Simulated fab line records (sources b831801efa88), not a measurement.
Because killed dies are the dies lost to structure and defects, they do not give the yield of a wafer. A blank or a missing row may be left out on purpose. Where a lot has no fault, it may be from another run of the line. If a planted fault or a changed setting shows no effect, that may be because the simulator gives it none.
Which tool is to blame? / flow gf180mcu / 21 wafers sampled from 7 lots at 1 step of a route of 602

== WHAT THE GAUGES SHOWED, per wafer ==
GF_VT_IMPLANT_TW_MEAS_43.
lot=L239; measured=day 7 21:32; on=film metro-03; VT_IMPLANT_4_TW=702 702 704
lot=L241; measured=day 8 09:26; on=film metro-03; VT_IMPLANT_4_TW=698 700 704
lot=L249; measured=day 10 16:48; on=film metro-01; VT_IMPLANT_4_TW=690 691 696
lot=L252; measured=day 12 05:22; on=film metro-01; VT_IMPLANT_4_TW=685 682 685
lot=L254; measured=day 12 07:00; on=film metro-03; VT_IMPLANT_4_TW=692 693 692
lot=L257; measured=day 13 10:14; on=film metro-04; VT_IMPLANT_4_TW=700 701 702
lot=L260; measured=day 14 09:08; on=film metro-04; VT_IMPLANT_4_TW=701 701 700

== WHAT TOOL EACH LOT RAN ON (gives the tool, then ch and the chambers of the sampled wafers, and finally the start) ==
The record holds no process step before these readings.

== THE ANSWER, worked out from the rows above alone ==
Rule: the lots themselves supply what counts as usual. The widest of any qualifying gaps counts: lots, ordered by their means at a reading, are off when they make up no more than a third of the lots, leave a main group of 4 or more, and stand apart from it by 3 or more times the standard deviation of that group's means. The tables above print the reading to a certain number of digits; a main group whose means all agree to those digits is not used. A lot without any number at a reading at which 4 lots or more have one is off too. Where the step has rows for the other lots, those lots are counted as sound.
Across all readings shown, no lot is off: no conclusion can be drawn from this.

== WHAT THE SIMULATOR HAD PUT IN ==
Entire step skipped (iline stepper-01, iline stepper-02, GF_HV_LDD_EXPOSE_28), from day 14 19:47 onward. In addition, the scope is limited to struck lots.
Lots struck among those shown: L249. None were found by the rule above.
